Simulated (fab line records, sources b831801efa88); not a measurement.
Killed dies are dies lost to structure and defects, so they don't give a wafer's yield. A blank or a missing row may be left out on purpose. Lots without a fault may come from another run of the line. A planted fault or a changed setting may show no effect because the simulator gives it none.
fab line records | flow sky130
record lots=6 wafers=18 last_day=49
route steps=708 shown VIA1@475 METAL2@483 PAD_OPEN@708
lots that met no fault: from a run of the same line without faults
start_h: hours from the record's first day to the start of the lot's first wafer shown | wait_h: hours since the lot's step before | " the same as in the row above | L1.1+2: a row that stands for several wafers | - no value, or no start given | * or withheld: withheld | < > ~ a bound
route shown NAME@n: a module of which the file shows steps, and the number in the route of the first | usual: mean/standard deviation of fault-free wafers | same: alike in all rows | chamber/n: place in a boat | sites: the reading at each site | _std_site: their standard deviation | _edge_site: outer sites' mean less inner sites' | radius_mm: how far each site lies from the wafer's centre | mask NAME#n: copy n | behind: the tool/chamber that last shaped the wafer | hold: why the lot was held/for how many hours/how that ended | device: the transistor (n, p or np) that didn't switch | end of line: the same wafers' tests at the end of the route | a step without rows: its recipe alone | killed: dies lost to structure and defects at the first sort, not the wafer's yield | map: a wafer's dies, x killed, . not, _ none there
set.NAME: the setting as run; set.NAME@STEP: as run at that earlier step | model.NAME: the simulator's own value behind a step, which no gauge read
lots at some steps of the route; a table a step, a row a wafer
services: from which hour (start_h, from the record's first day; less than 0 if before it) a tool's chamber was out of use, for how many hours, and why
## steps
# step SKY_VIA1_STRIP_17
# recipe chemistry=post_etch_residue_remover time_s=1200 temp_c=72.5
# step SKY_VIA1_CLEAN_18
# recipe chemistry=IPA time_s=180 temp_c=25
# step SKY_VIA1_CLEAN_19
# recipe chemistry=O3/DIW dry=n2_spin
# step SKY_VIA1_SPUTTER_20
# recipe material=TiN target_thk_nm=20 chamber_pressure_pa=5 power_w=4000 time_s=80
# usual throttle_valve_pct=30.4/1.3
# columns lot.wafer tool chamber start_h wait_h throttle_valve_pct
L940.1 pvd_sputter-01 - 810.17 0.0 29.1
L940.2 " - " " 31.4
L940.4 " - " " 28.8
L945.4 pvd_sputter-04 - 846.16 0.0 30.0
L945.5 " - " " 32.3
L945.6 " - " " 30.8
L954.1 pvd_sputter-04 - 907.03 0.0 32.5
L954.2 " - " " 30.0
L954.6 " - " " 29.9
L955.1 pvd_sputter-01 - 916.80 0.0 28.7
L955.4 " - " " 28.9
L955.5 " - " " 31.6
L957.1 pvd_sputter-04 - 932.82 0.0 30.4
L957.3 " - " " 32.5
L957.4 " - " " 31.0
L959.1 pvd_sputter-02 - 940.66 0.0 31.3
L959.3 " - " " 30.1
L959.6 " - " " 30.2
# step SKY_VIA1_CVD_21
# recipe material=W target_thk_nm=270 time_s=80.902 temp_c=400 pressure_torr=40
# usual heater_power_w=835/56
# columns lot.wafer tool chamber start_h wait_h heater_power_w
L940.1 cvd_w-01 1 810.24 0.0 767
L940.2 " 0 " " 884
L940.4 " 1 " " 740
L945.4 cvd_w-02 0 846.26 0.1 902
L945.5 " 0 " " 876
L945.6 " 1 " " 791
L954.1 cvd_w-01 0 907.09 0.0 874
L954.2 " 1 " " 755
L954.6 " 1 " " 787
L955.1 cvd_w-01 0 916.86 0.0 904
L955.4 " 0 " " 862
L955.5 " 0 " " 888
L957.1 cvd_w-01 0 932.89 0.0 893
L957.3 " 0 " " 853
L957.4 " 1 " " 780
L959.1 cvd_w-01 0 940.72 0.0 871
L959.3 " 1 " " 778
L959.6 " 0 " " 897
# step SKY_VIA1_RS_MEAS_22
# recipe thk_meas_gauge=four-point-probe reads=W_of_VIA1_CVD_21+TiN_of_VIA1_SPUTTER_20
# usual VIA1_W_RS=0.430/0.0053
# columns lot.wafer tool chamber start_h wait_h VIA1_W_RS[ohm/sq]
L940.1 film_metro-03 - 810.33 0.1 0.426
L940.2 " - " " 0.432
L940.4 " - " " 0.425
L945.4 film_metro-03 - 846.38 0.1 0.428
L945.5 " - " " 0.429
L945.6 " - " " 0.434
L954.1 film_metro-04 - 907.18 0.1 0.429
L954.2 " - " " 0.425
L954.6 " - " " 0.422
L955.1 film_metro-02 - 916.95 0.1 0.429
L955.4 " - " " 0.429
L955.5 " - " " 0.427
L957.1 film_metro-03 - 932.98 0.1 0.429
L957.3 " - " " 0.430
L957.4 " - " " 0.422
L959.1 film_metro-03 - 940.81 0.1 0.434
L959.3 " - " " 0.431
L959.6 " - " " 0.440
# step SKY_VIA1_THK_MEAS_23
# recipe thk_meas_gauge=xrf reads=W_of_VIA1_CVD_21
# usual VIA1_W_THK=276/4.8
# columns lot.wafer tool chamber start_h wait_h VIA1_W_THK[nm]
L940.1 film_metro-03 - 810.45 0.1 282
L940.2 " - " " 279
L940.4 " - " " 283
L945.4 film_metro-03 - 846.47 0.1 279
L945.5 " - " " 275
L945.6 " - " " 275
L954.1 film_metro-04 - 907.30 0.1 272
L954.2 " - " " 275
L954.6 " - " " 279
L955.1 film_metro-02 - 917.07 0.1 281
L955.4 " - " " 280
L955.5 " - " " 282
L957.1 film_metro-03 - 933.10 0.1 278
L957.3 " - " " 276
L957.4 " - " " 281
L959.1 film_metro-03 - 940.93 0.1 274
L959.3 " - " " 275
L959.6 " - " " 270
# step SKY_VIA1_CMP_24
# recipe stop_on=SiO2 t_overpolish_s=15 down_force_psi=3.5 platen_rpm=60 target_thk_nm=0 pad_velocity_m_s=0.94248
# usual motor_current_A=10.9/0.47 overpolish_run_s=15.000/0.0091 time_to_endpoint_s=64/3.1
# columns lot.wafer tool chamber start_h wait_h motor_current_A overpolish_run_s time_to_endpoint_s
L940.1 cmp-02 1 810.56 0.1 10.5 14.989 66
L940.2 " 2 " " 10.9 14.975 61
L940.4 " 3 " " 10.9 15.014 61
L945.4 cmp-01 1 846.50 0.0 11.0 14.991 58
L945.6 " 1 " " 11.2 14.997 61
L945.5 " 2 " " 10.5 15.009 65
L954.2 cmp-01 2 907.46 0.1 11.0 15.003 64
L954.1 " 3 " " 11.8 14.987 64
L954.6 " 0 " " 11.0 15.002 59
L955.4 cmp-02 2 917.13 0.0 10.4 15.003 63
L955.1 " 0 " " 11.0 15.003 61
L955.5 " 2 " " 10.9 15.004 64
L957.3 cmp-02 3 933.16 0.0 11.6 14.997 69
L957.1 " 1 " " 10.8 15.011 70
L957.4 " 2 " " 10.6 15.005 67
L959.3 cmp-01 2 941.04 0.1 10.7 15.001 66
L959.1 " 0 " " 11.1 15.003 63
L959.6 " 2 " " 10.3 15.007 66
# step SKY_METAL2_SPUTTER_00
# recipe material=Ti target_thk_nm=15 power_w=3000 time_s=10 chamber_pressure_pa=0.4
# step SKY_METAL2_SPUTTER_01
# recipe material=TiN target_thk_nm=20 power_w=6591 time_s=16.7 chamber_pressure_pa=0.4
# step SKY_METAL2_SPUTTER_02
# recipe material=AlCu target_thk_nm=250 power_w=10600 time_s=13.3 chamber_pressure_pa=0.4
# step SKY_METAL2_SPUTTER_03
# recipe material=Ti target_thk_nm=5 power_w=3000 time_s=3.3 chamber_pressure_pa=0.4
# step SKY_METAL2_SPUTTER_04
# recipe material=TiN target_thk_nm=70 power_w=6500 time_s=58.3 chamber_pressure_pa=0.4
# usual throttle_valve_pct=29.9/1.2
# columns lot.wafer tool chamber start_h wait_h throttle_valve_pct
L940.1 pvd_sputter-01 - 810.90 0.0 31.7
L940.2 " - " " 29.5
L940.4 " - " " 28.9
L945.4 pvd_sputter-01 - 846.89 0.0 29.0
L945.5 " - " " 29.2
L945.6 " - " " 29.5
L954.1 pvd_sputter-02 - 907.75 0.0 29.9
L954.2 " - " " 28.0
L954.6 " - " " 30.1
L955.1 pvd_sputter-01 - 917.52 0.0 29.5
L955.4 " - " " 28.8
L955.5 " - " " 28.8
L957.1 pvd_sputter-01 - 933.55 0.0 28.6
L957.3 " - " " 29.1
L957.4 " - " " 31.6
L959.1 pvd_sputter-03 - 941.38 0.0 31.2
L959.3 " - " " 29.1
L959.6 " - " " 28.6
# step SKY_METAL2_RS_MEAS_05
# recipe thk_meas_gauge=four-point-probe reads=TiN_of_METAL2_SPUTTER_04+Ti_of_METAL2_SPUTTER_03+AlCu_of_METAL2_SPUTTER_02+TiN_of_METAL2_SPUTTER_01+Ti_of_METAL2_SPUTTER_00
# usual METAL2_ALCU_RS=0.1269/0.0013
# columns lot.wafer tool chamber start_h wait_h METAL2_ALCU_RS[ohm/sq]
L940.1 film_metro-01 - 810.95 0.0 0.1262
L940.2 " - " " 0.1262
L940.4 " - " " 0.1264
L945.4 film_metro-03 - 847.00 0.1 0.1264
L945.5 " - " " 0.1263
L945.6 " - " " 0.1269
L954.1 film_metro-02 - 907.80 0.0 0.1279
L954.2 " - " " 0.1264
L954.6 " - " " 0.1274
L955.1 film_metro-01 - 917.57 0.0 0.1251
L955.4 " - " " 0.1257
L955.5 " - " " 0.1240
L957.1 film_metro-01 - 933.60 0.0 0.1257
L957.3 " - " " 0.1280
L957.4 " - " " 0.1269
L959.1 film_metro-03 - 941.43 0.0 0.1269
L959.3 " - " " 0.1269
L959.6 " - " " 0.1278
# step SKY_METAL2_THK_MEAS_06
# recipe thk_meas_gauge=xrf reads=AlCu_of_METAL2_SPUTTER_02
# usual METAL2_ALCU_THK=250/3.2
# columns lot.wafer tool chamber start_h wait_h METAL2_ALCU_THK[nm]
L940.1 film_metro-01 - 811.07 0.1 253
L940.2 " - " " 253
L940.4 " - " " 253
L945.4 film_metro-03 - 847.09 0.1 251
L945.5 " - " " 250
L945.6 " - " " 250
L954.1 film_metro-02 - 907.92 0.1 249
L954.2 " - " " 251
L954.6 " - " " 252
L955.1 film_metro-01 - 917.69 0.1 262
L955.4 " - " " 262
L955.5 " - " " 266
L957.1 film_metro-01 - 933.72 0.1 261
L957.3 " - " " 258
L957.4 " - " " 258
L959.1 film_metro-03 - 941.55 0.1 249
L959.3 " - " " 248
L959.6 " - " " 245
# step SKY_METAL2_DEHYDRATE_07
# recipe temp_c=200 time_s=60
# step SKY_METAL2_HMDS_08
# recipe prime_time_s=60 prime_temp_c=120
# step SKY_METAL2_COAT_09
# recipe resist=BARC temp_c=withheld time_s=withheld spin_rpm=3050 resist_thk_nm=60
# step SKY_METAL2_COAT_10
# recipe resist=KrF-thick spin_rpm=3000 resist_thk_nm=450
# step SKY_METAL2_SOFTBAKE_11
# recipe temp_c=100 time_s=90 resist=KrF-thick
# step SKY_METAL2_EXPOSE_12
# recipe mask_id=MM2 na=0.8 source_shape=annular sigma_inner=0.55 sigma_outer=0.85 target_cd_nm=140 dose_mj=28
# step SKY_METAL2_PEB_13
# recipe peb_temp_c=withheld peb_time_s=withheld resist=KrF-thick
# step SKY_METAL2_DEVELOP_14
# recipe develop_time_s=60 resist=KrF-thick dev_temp_c=21
# step SKY_METAL2_CD_MEAS_15
# recipe target_cd_nm=140
# usual cd_nm=139.5/1.2
# columns lot.wafer tool chamber start_h wait_h cd_nm
L940.1 cd_sem-02 - 838.11 - 140.7
L940.2 " - " " 141.6
L940.4 " - " " 140.6
L945.4 cd_sem-02 - 873.04 - 141.3
L945.5 " - " " 141.2
L945.6 " - " " 140.6
L954.1 cd_sem-02 - 932.27 - 139.8
L954.2 " - " " 139.7
L954.6 " - " " 138.8
L955.1 cd_sem-01 - 942.22 - 138.8
L955.4 " - " " 138.3
L955.5 " - " " 137.4
L957.1 cd_sem-02 - 958.17 - 139.4
L957.3 " - " " 140.0
L957.4 " - " " 139.8
L959.1 cd_sem-01 - 965.77 - 137.0
L959.3 " - " " 138.8
L959.6 " - " " 139.4
# step SKY_METAL2_OVL_MEAS_16
# usual METAL2_OVL=-1/5.2
# columns lot.wafer tool chamber start_h wait_h METAL2_OVL[nm]
L940.1 overlay-02 - 838.23 0.1 4
L940.2 " - " " -3
L940.4 " - " " 2
L945.4 overlay-02 - 873.12 0.1 2
L945.5 " - " " 8
L945.6 " - " " 10
L954.1 overlay-01 - 932.42 0.1 -4
L954.2 " - " " -3
L954.6 " - " " 3
L955.1 overlay-02 - 942.34 0.1 -6
L955.4 " - " " 1
L955.5 " - " " 4
L957.1 overlay-02 - 958.29 0.1 -2
L957.3 " - " " -3
L957.4 " - " " -5
L959.1 overlay-02 - 965.89 0.1 9
L959.3 " - " " -1
L959.6 " - " " 3
# step SKY_METAL2_DESCUM_17
# recipe chemistry=O2 source_power_w=150 bias_power_w=0 pressure_mtorr=10 temp_c=40 time_s=8
# usual chamber_pressure_mTorr=10.000/0.0088 drypump_motor_current_A=5.6/0.35 oes_product_au=1.003/0.0097 rf_fwd_power_W=147.0/0.71
# columns lot.wafer tool chamber start_h wait_h chamber_pressure_mTorr drypump_motor_current_A oes_product_au rf_fwd_power_W rf_hours_counter_h
L940.1 rie_metal-02 1 838.26 0.0 10.005 5.8 1.001 146.9 14
L940.2 " 0 " " 9.993 5.0 1.005 147.1 12
L940.4 " 1 " " 9.997 5.8 1.011 146.9 -
L945.4 rie_metal-04 1 873.14 0.0 9.995 5.7 0.990 147.9 -
L945.5 " 0 " " 10.003 6.1 1.003 148.1 -
L945.6 " 1 " " 10.001 5.7 0.992 146.9 -
L954.1 rie_metal-02 1 932.45 0.0 9.998 5.8 0.984 146.1 1
L954.2 " 0 " " 9.995 5.0 1.012 146.2 17
L954.6 " 1 " " 10.017 5.8 0.989 146.9 -
L955.1 rie_metal-01 0 942.38 0.0 10.007 5.4 1.009 146.7 2
L955.4 " 1 " " 10.002 5.4 1.009 146.6 -
L955.5 " 1 " " 9.990 5.4 1.013 146.8 -
L957.1 rie_metal-01 1 958.33 0.0 9.999 5.4 1.024 146.3 21
L957.3 " 0 " " 10.021 5.4 1.007 147.7 -
L957.4 " 1 " " 9.996 5.4 1.012 146.1 -
L959.1 rie_metal-04 1 965.93 0.0 9.979 5.7 0.993 146.1 6
L959.3 " 1 " " 9.994 5.7 0.992 147.1 -
L959.6 " 1 " " 10.010 5.7 0.996 147.0 -
# step SKY_METAL2_ETCH_18
# recipe chemistry=N2/H2 target=BARC ion_energy_ev=200 bias_w=100 pressure_mtorr=30 n2_flow_sccm=100 h2_flow_sccm=200 icp_w=500 stop_on=SiO2 time_s=45.9 target_depth_a=600
# step SKY_METAL2_METAL_ETCH_19
# recipe target_depth_a=3600 stop_on=SiO2 over_etch_frac=0.3 time_s=78 chemistry=Cl2/BCl3 resist_sidewall_deg=88 pressure_mtorr=10 icp_w=900 bias_w=48.5 Cl2_flow_sccm=60 bcl3_flow_sccm=30
# usual bcl3_flow_sccm=30.00/0.08 chamber_pressure_mTorr=10.000/0.0099 drypump_motor_current_A=5.6/0.36 oes_product_au=0.854/0.0058 rf_fwd_power_W=893.5/2.9 throttle_valve_pct=22.264/0.0091
# columns lot.wafer tool chamber start_h wait_h bcl3_flow_sccm chamber_pressure_mTorr drypump_motor_current_A oes_product_au rf_fwd_power_W rf_hours_counter_h throttle_valve_pct
L940.1 rie_metal-02 1 838.36 0.0 30.00 10.004 5.7 0.849 891.1 14 22.273
L940.2 " 0 " " 30.04 9.993 5.0 0.857 891.3 12 22.273
L940.4 " 1 " " 29.86 9.980 5.8 0.859 891.3 - 22.265
L945.4 rie_metal-04 1 873.26 0.1 29.94 9.995 5.7 0.862 888.6 - 22.265
L945.5 " 0 " " 29.95 10.001 6.1 0.858 894.5 - 22.268
L945.6 " 1 " " 29.90 10.005 5.7 0.852 891.3 - 22.278
L954.1 rie_metal-02 1 932.55 0.0 30.02 9.988 5.8 0.858 891.9 1 22.263
L954.2 " 0 " " 30.15 9.994 5.0 0.853 894.8 17 22.256
L954.6 " 1 " " 30.00 10.015 5.8 0.853 890.3 - 22.262
L955.1 rie_metal-01 0 942.47 0.0 29.99 9.985 5.4 0.840 897.7 2 22.248
L955.4 " 1 " " 30.01 10.007 5.4 0.839 892.7 - 22.280
L955.5 " 1 " " 29.96 9.998 5.4 0.841 894.3 - 22.254
L957.1 rie_metal-01 1 958.42 0.0 29.97 9.988 5.4 0.839 892.5 21 22.272
L957.3 " 0 " " 30.00 9.989 5.4 0.832 893.9 - 22.264
L957.4 " 1 " " 29.97 10.013 5.4 0.834 889.4 - 22.260
L959.1 rie_metal-04 1 966.12 0.1 30.01 10.001 5.7 0.849 895.3 6 22.266
L959.3 " 1 " " 30.06 9.999 5.7 0.852 893.1 - 22.255
L959.6 " 1 " " 29.99 10.002 5.7 0.852 892.5 - 22.276
# step SKY_METAL2_STRIP_20
# recipe chemistry=O2/N2 power_w=1400 pressure_mtorr=1500 platen_temp_c=withheld o2_flow_sccm=3000 n2_flow_sccm=300 overash_fraction=0.5
# usual chamber_pressure_mTorr=1500.2/1.3 drypump_motor_current_A=5.98/0.26 oes_product_au=0.342/0.005 strip_time_to_endpoint_s=2.68/0.047
# columns lot.wafer tool chamber start_h wait_h chamber_pressure_mTorr drypump_motor_current_A oes_product_au rf_hours_counter_h strip_time_to_endpoint_s
L940.1 plasma_asher-03 1 838.45 0.1 1501.6 5.77 0.339 92 2.64
L940.2 " 0 " " 1499.8 6.34 0.345 92 2.65
L940.4 " 0 " " 1499.7 6.32 0.340 - 2.61
L945.4 plasma_asher-03 1 873.35 0.1 1499.2 5.82 0.344 - 2.78
L945.5 " 1 " " 1500.3 5.82 0.347 - 2.69
L945.6 " 0 " " 1502.1 6.33 0.346 - 2.77
L954.1 plasma_asher-03 0 932.64 0.1 1498.4 6.34 0.350 104 2.77
L954.2 " 1 " " 1497.9 5.77 0.342 104 2.62
L954.6 " 0 " " 1500.0 6.33 0.351 - 2.73
L955.1 plasma_asher-02 1 942.56 0.1 1501.2 6.00 0.346 52 2.74
L955.4 " 0 " " 1500.5 5.97 0.340 - 2.65
L955.5 " 1 " " 1499.7 6.00 0.332 - 2.66
L957.1 plasma_asher-01 0 958.51 0.1 1501.6 6.08 0.343 81 2.66
L957.3 " 1 " " 1500.0 5.42 0.351 - 2.69
L957.4 " 0 " " 1500.5 6.07 0.349 - 2.66
L959.1 plasma_asher-03 0 966.30 0.1 1499.3 6.31 0.348 105 2.79
L959.3 " 1 " " 1501.1 5.77 0.342 - 2.76
L959.6 " 0 " " 1499.5 6.32 0.345 - 2.75
# step SKY_PAD_OPEN_PROBE_99
# usual defect_limited_yield=82.6/1.8 killed_at_M0_to_M3=43/6.6 killed_at_M4_up=3.4/1.8 killed_at_contacts=24/4.9 killed_at_front_end=15/4.1 killed_at_other=0.3/0.55 killed_dies=85/8.8 killed_open=46/6.1 killed_short=39/5.7 sort_bin_3_pad_short=0.9/0.41 sort_bin_5_function=10.1/1.5 sort_bin_6_memory=6.4/1 sort_n_pass=407/8.8 sort_yield_pct=82.6/1.8
# same gross_dies=492 killed_at_back_side=0 sort_bin_4_leakage[%]=0 sort_bin_8_speed[%]=0
# columns lot.wafer tool chamber start_h wait_h defect_limited_yield[%] killed_at_M0_to_M3 killed_at_M4_up killed_at_contacts killed_at_front_end killed_at_other killed_dies killed_open killed_short sort_bin_3_pad_short[%] sort_bin_5_function[%] sort_bin_6_memory[%] sort_n_pass sort_yield_pct[%]
L945.4 prober-02 - 1120.13 0.2 82.9 40 3 24 17 0 84 44 37 0.8 8.9 7.3 408 82.9
L945.5 prober-02 - 1120.18 0.2 81.9 36 7 30 16 0 89 47 41 0.2 10.8 7.1 403 81.9
L945.6 prober-02 - 1120.23 0.2 82.1 46 6 18 18 0 88 46 42 1.2 9.3 7.3 404 82.1
L954.1 prober-01 - 1161.23 0.1 82.9 46 0 21 17 0 84 52 32 0.6 9.6 6.9 408 82.9
L954.2 prober-01 - 1161.28 0.1 82.9 48 3 25 8 0 84 45 39 1.0 9.1 6.9 408 82.9
L954.6 prober-01 - 1161.48 0.2 82.3 43 5 25 14 0 87 45 42 0.8 11.0 5.9 405 82.3
L955.1 prober-02 - 1167.93 0.1 84.1 45 6 14 13 0 78 36 42 0.8 8.7 6.3 414 84.1
L955.4 prober-02 - 1168.08 0.2 83.5 36 3 26 16 0 81 43 38 1.0 8.7 6.7 411 83.5
L955.5 prober-02 - 1168.13 0.2 82.3 45 2 26 14 0 87 42 44 1.8 9.3 6.5 405 82.3
L957.1 prober-02 - 1182.01 0.1 79.7 48 5 24 23 0 100 61 37 0.8 11.6 7.9 392 79.7
L957.3 prober-02 - 1182.11 0.2 83.7 40 2 27 11 0 80 43 35 1.0 10.4 4.9 412 83.7
# killed by level:class
L945.4 VIA1:geometric_particle:open=9 LI_CONTACT:geometric_particle:open=8 POLY_GATE:geometric_particle:open=7 FIELD_ISO:geometric_particle:short=5 VIA3:geometric_particle:short=5 CONTACT:geometric_particle:short=5 CONTACT:geometric_particle:open=5 VIA1:geometric_particle:short=4
L945.5 CONTACT:geometric_particle:open=17 VIA3:geometric_particle:open=7 METAL1:geometric_particle:short=6 LI_CONTACT:geometric_particle:open=6 FIELD_ISO:geometric_particle:short=5 POLY_GATE:geometric_particle:short=5 VIA1:geometric_particle:short=5 VIA2:geometric_particle:open=5
L945.6 VIA1:geometric_particle:open=17 CONTACT:geometric_particle:open=8 SPACER:geometric_particle:open=5 CONTACT:geometric_particle:short=5 METAL2:geometric_particle:short=5 FIELD_ISO:geometric_particle:short=4 POLY_GATE:geometric_particle:short=4 METAL1:geometric_particle:short=4
L954.1 CONTACT:geometric_particle:open=12 VIA2:geometric_particle:open=11 VIA1:geometric_particle:open=8 METAL1:geometric_particle:short=6 FIELD_ISO:geometric_particle:open=5 POLY_GATE:geometric_particle:open=5 LOCAL_INTERCONNECT:geometric_particle:short=4 VIA2:geometric_particle:short=4
L954.2 LI_CONTACT:geometric_particle:open=11 METAL1:geometric_particle:short=7 VIA1:geometric_particle:short=7 VIA1:geometric_particle:open=7 CONTACT:geometric_particle:open=6 METAL2:geometric_particle:short=6 VIA3:geometric_particle:open=6 VIA2:geometric_particle:open=5
L954.6 VIA1:geometric_particle:open=11 CONTACT:geometric_particle:open=8 VIA2:geometric_particle:open=7 CONTACT:geometric_particle:short=6 METAL1:geometric_particle:short=6 METAL2:geometric_particle:short=6 POLY_GATE:geometric_particle:open=5 LOCAL_INTERCONNECT:geometric_particle:short=5
L955.1 METAL1:geometric_particle:short=9 METAL2:geometric_particle:short=6 VIA1:geometric_particle:open=6 VIA1:geometric_particle:short=6 VIA2:geometric_particle:open=6 POLY_GATE:geometric_particle:short=5 LI_CONTACT:geometric_particle:open=4 CONTACT:geometric_particle:open=4
L955.4 CONTACT:geometric_particle:open=10 VIA1:geometric_particle:open=7 POLY_GATE:geometric_particle:open=6 LI_CONTACT:geometric_particle:open=5 VIA2:geometric_particle:open=5 LI_CONTACT:geometric_particle:short=4 CONTACT:geometric_particle:short=4 METAL1:geometric_particle:short=4
L955.5 LI_CONTACT:geometric_particle:open=11 METAL1:geometric_particle:short=8 VIA3:geometric_particle:open=7 POLY_GATE:geometric_particle:open=6 LOCAL_INTERCONNECT:geometric_particle:short=6 VIA1:geometric_particle:short=6 VIA2:geometric_particle:open=6 VIA1:geometric_particle:open=4
L957.1 CONTACT:geometric_particle:open=11 VIA3:geometric_particle:open=9 VIA2:geometric_particle:open=8 POLY_GATE:geometric_particle:open=6 LI_CONTACT:geometric_particle:open=6 METAL1:geometric_particle:short=6 VIA1:geometric_particle:open=6 METAL4:geometric_particle:short=5
L957.3 VIA1:geometric_particle:open=15 CONTACT:geometric_particle:open=9 LOCAL_INTERCONNECT:geometric_particle:short=5 METAL2:geometric_particle:short=5 VIA1:geometric_particle:short=4 POLY_GATE:geometric_particle:short=4 LI_CONTACT:geometric_particle:short=4 METAL1:geometric_particle:short=4
## services
# columns tool chamber start_h hours kind
rie_metal-01 - 804.78 0.3 repair
cmp-02 - 811.79 1.1 repair
plasma_asher-01 - 814.61 38.1 repair
rie_metal-01 - 818.19 1.4 pm
pvd_sputter-04 - 820.84 3.4 repair
rie_metal-01 0 823.71 5.9 repair
cmp-02 - 847.62 1.6 repair
rie_metal-01 1 847.70 5.5 repair
cmp-01 - 859.46 7.1 pm
cmp-01 - 875.06 2.2 repair
cvd_w-01 - 879.70 14.6 pm
cmp-01 - 887.08 1.1 repair
pvd_sputter-02 - 892.11 14.9 repair
cmp-01 - 911.38 8.2 repair
plasma_asher-03 - 914.57 0.8 repair
cmp-01 - 919.58 4.0 pm
rie_metal-02 - 934.68 2.8 pm
plasma_asher-03 - 935.23 17.4 pm
rie_metal-04 0 940.30 5.4 repair
cmp-01 - 945.36 1.8 repair
rie_metal-04 - 946.78 2.8 pm
rie_metal-04 0 958.20 21.6 repair
cvd_w-01 - 962.05 0.2 repair
pvd_sputter-01 - 964.64 2.1 repair
## key
first_sign step=SKY_METAL2_THK_MEAS_06 reading=METAL2_ALCU_THK direction=up sigmas=3.4 usual=250 struck=261
effect step=SKY_METAL2_METAL_ETCH_19 reading=oes_product_au direction=down sigmas=2.9 usual=0.854 struck=0.838
met_at SKY_METAL2_SPUTTER_04
struck_wafers L955.1,L955.4,L955.5,L957.1,L957.3,L957.4
onset_between 846.89 917.52
also_fits SKY_VIA1_CMP_24:cmp-02
fault kind=site_profile_drift tool=pvd_sputter-01 chamber=- onset_h=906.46 steps=SKY_METAL2_SPUTTER_04 basis=fraction max_abs_drift=0.46898 slope_share_per_hr=104.22 site_pattern=0,0,0,0,0,-1,-1,-1,-1
